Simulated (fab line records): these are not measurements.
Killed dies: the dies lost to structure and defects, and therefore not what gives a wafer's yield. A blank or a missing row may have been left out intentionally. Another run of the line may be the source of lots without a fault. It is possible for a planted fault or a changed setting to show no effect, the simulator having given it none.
Which tool is to blame? / flow sfq line / Sampling: 14 lots, 42 wafers, 2 of 325 route steps

## WHAT THE GAUGES SHOWED, per wafer
The record holds no reading of a measuring or inspecting step that can be judged against a usual standard deviation.

## TOOL THAT RAN EACH LOT (tool first, then ch and the chambers of the sampled wafers, then the start)
lot=L534; SFQ_TRILAYER_I1_DEP_PECVD_045=pecvd-04 ch 0,1,2, day 15 12:32; SFQ_TRILAYER_I1_CMP_CMP_046=cmp-02 ch 0,1,3, day 16 01:19
lot=L536; SFQ_TRILAYER_I1_DEP_PECVD_045=pecvd-04 ch 0,1,2, day 16 00:38; SFQ_TRILAYER_I1_CMP_CMP_046=cmp-01 ch 0,3, day 16 12:51
lot=L537; SFQ_TRILAYER_I1_DEP_PECVD_045=pecvd-04 ch 0,1,2, day 16 08:50; SFQ_TRILAYER_I1_CMP_CMP_046=cmp-02 ch 0,1,2, day 16 22:19
lot=L539; SFQ_TRILAYER_I1_DEP_PECVD_045=pecvd-03 ch 0,1,2, day 16 23:17; SFQ_TRILAYER_I1_CMP_CMP_046=cmp-01 ch 1,3, day 17 04:21
lot=L547; SFQ_TRILAYER_I1_DEP_PECVD_045=pecvd-01 ch 0,2, day 22 10:23; SFQ_TRILAYER_I1_CMP_CMP_046=cmp-01 ch 0,2,3, day 22 14:46
lot=L548; SFQ_TRILAYER_I1_DEP_PECVD_045=pecvd-01 ch 0,2, day 22 18:46; SFQ_TRILAYER_I1_CMP_CMP_046=cmp-01 ch 0,2,3, day 22 22:16
lot=L549; SFQ_TRILAYER_I1_DEP_PECVD_045=pecvd-04 ch 0,1, day 22 22:22; SFQ_TRILAYER_I1_CMP_CMP_046=cmp-02 ch 0,1,3, day 23 01:41
lot=L550; SFQ_TRILAYER_I1_DEP_PECVD_045=pecvd-01 ch 1,2, day 24 16:43; SFQ_TRILAYER_I1_CMP_CMP_046=cmp-01 ch 0,2,3, day 24 18:35
lot=L551; SFQ_TRILAYER_I1_DEP_PECVD_045=pecvd-01 ch 0,1,2, day 25 00:10; SFQ_TRILAYER_I1_CMP_CMP_046=cmp-01 ch 1,2,3, day 25 00:14
lot=L552; SFQ_TRILAYER_I1_DEP_PECVD_045=pecvd-04 ch 1,2, day 25 09:46; SFQ_TRILAYER_I1_CMP_CMP_046=cmp-02 ch 2,3, day 25 16:40
lot=L553; SFQ_TRILAYER_I1_DEP_PECVD_045=pecvd-01 ch 0,1,2, day 25 16:58; SFQ_TRILAYER_I1_CMP_CMP_046=cmp-02 ch 0,2,3, day 25 19:10
lot=L554; SFQ_TRILAYER_I1_DEP_PECVD_045=pecvd-04 ch 0,2, day 26 06:10; SFQ_TRILAYER_I1_CMP_CMP_046=cmp-01 ch 2,3, day 26 06:14
lot=L555; SFQ_TRILAYER_I1_DEP_PECVD_045=pecvd-03 ch 0,1,2, day 26 07:22; SFQ_TRILAYER_I1_CMP_CMP_046=cmp-02 ch 0,1,2, day 26 07:58
lot=L556; SFQ_TRILAYER_I1_DEP_PECVD_045=pecvd-01 ch 0,1,2, day 26 13:22; SFQ_TRILAYER_I1_CMP_CMP_046=cmp-02 ch 0,2,3, day 26 13:26
- SFQ_TRILAYER_I1_DEP_PECVD_045: deposits SiO2 from SiH4/N2O, time 111.11 s, target thk 500 nm.
- SFQ_TRILAYER_I1_CMP_CMP_046: polishes SiO2.

## WHAT THE TOOLS THEMSELVES READ (means of the sampled wafers that have a number; where no wafer has one, the mark that the record gives instead)
SFQ_TRILAYER_I1_DEP_PECVD_045.
lot=L534; tool=pecvd-04; chamber pressure Torr (Torr)=2.400; heater power w (W)=96; run length s (s)=138.3; throttle valve pct (%)=26.7
lot=L536; tool=pecvd-04; chamber pressure Torr (Torr)=2.398; heater power w (W)=99; run length s (s)=166.2; throttle valve pct (%)=26.6
lot=L537; tool=pecvd-04; chamber pressure Torr (Torr)=2.399; heater power w (W)=100; run length s (s)=166.3; throttle valve pct (%)=26.5
lot=L539; tool=pecvd-03; chamber pressure Torr (Torr)=2.403; heater power w (W)=75; run length s (s)=139.4; throttle valve pct (%)=24.3
lot=L547; tool=pecvd-01; chamber pressure Torr (Torr)=2.407; heater power w (W)=78; run length s (s)=139.3; throttle valve pct (%)=25.0
lot=L548; tool=pecvd-01; chamber pressure Torr (Torr)=2.403; heater power w (W)=88; run length s (s)=139.5; throttle valve pct (%)=25.2
lot=L549; tool=pecvd-04; chamber pressure Torr (Torr)=2.396; heater power w (W)=88; run length s (s)=138.6; throttle valve pct (%)=26.7
lot=L550; tool=pecvd-01; chamber pressure Torr (Torr)=2.398; heater power w (W)=75; run length s (s)=139.1; throttle valve pct (%)=26.3
lot=L551; tool=pecvd-01; chamber pressure Torr (Torr)=2.398; heater power w (W)=77; run length s (s)=138.8; throttle valve pct (%)=25.8
lot=L552; tool=pecvd-04; chamber pressure Torr (Torr)=2.396; heater power w (W)=94; run length s (s)=138.2; throttle valve pct (%)=26.3
lot=L553; tool=pecvd-01; chamber pressure Torr (Torr)=2.404; heater power w (W)=77; run length s (s)=139.3; throttle valve pct (%)=25.9
lot=L554; tool=pecvd-04; chamber pressure Torr (Torr)=2.400; heater power w (W)=108; run length s (s)=138.8; throttle valve pct (%)=27.0
lot=L555; tool=pecvd-03; chamber pressure Torr (Torr)=2.396; heater power w (W)=71; run length s (s)=139.3; throttle valve pct (%)=24.8
lot=L556; tool=pecvd-01; chamber pressure Torr (Torr)=2.395; heater power w (W)=73; run length s (s)=139.4; throttle valve pct (%)=25.8

SFQ_TRILAYER_I1_CMP_CMP_046.
lot=L534; tool=cmp-02; motor current A (A)=10.5; time to endpoint s (s)=210
lot=L536; tool=cmp-01; motor current A (A)=11.5; time to endpoint s (s)=308
lot=L537; tool=cmp-02; motor current A (A)=10.0; time to endpoint s (s)=297
lot=L539; tool=cmp-01; motor current A (A)=11.7; time to endpoint s (s)=216
lot=L547; tool=cmp-01; motor current A (A)=10.7; time to endpoint s (s)=221
lot=L548; tool=cmp-01; motor current A (A)=11.1; time to endpoint s (s)=217
lot=L549; tool=cmp-02; motor current A (A)=9.9; time to endpoint s (s)=224
lot=L550; tool=cmp-01; motor current A (A)=11.0; time to endpoint s (s)=218
lot=L551; tool=cmp-01; motor current A (A)=10.9; time to endpoint s (s)=213
lot=L552; tool=cmp-02; motor current A (A)=9.5; time to endpoint s (s)=210
lot=L553; tool=cmp-02; motor current A (A)=9.7; time to endpoint s (s)=213
lot=L554; tool=cmp-01; motor current A (A)=10.7; time to endpoint s (s)=213
lot=L555; tool=cmp-02; motor current A (A)=9.9; time to endpoint s (s)=217
lot=L556; tool=cmp-02; motor current A (A)=9.6; time to endpoint s (s)=216

## THE ANSWER, worked out from the rows above alone
Rule: the usual values come from the lots themselves. Put in order of their means at a reading, lots are off if they are a third of the lots or fewer, leave a main group of 4 or more, and stand apart from it by a gap of 3 or more times the standard deviation of the main group's means; of several such gaps the widest counts. Not used: any main group whose means are identical at the precision the tables above print for the reading. A lot without any number at a reading at which 4 lots or more have one is off too. The other lots that the step has rows for count as sound. The gauges are gone through in route order, then the tools' own readings, and for those a lot's mean is taken as printed above. At the first step where some lot is off, the reading lying furthest off is the one used; lots without a number count as furthest.
Off: L536, L537, at SFQ_TRILAYER_I1_DEP_PECVD_045 (run length s). Mean 139.0 s and standard deviation 0.43 in the main group.
If a tool, at that step or one of the process steps before it, ran each lot that is off and ran no sound lot following the first of them, it fits. None of those tried fits.

## WHAT THE SIMULATOR HAD INSERTED
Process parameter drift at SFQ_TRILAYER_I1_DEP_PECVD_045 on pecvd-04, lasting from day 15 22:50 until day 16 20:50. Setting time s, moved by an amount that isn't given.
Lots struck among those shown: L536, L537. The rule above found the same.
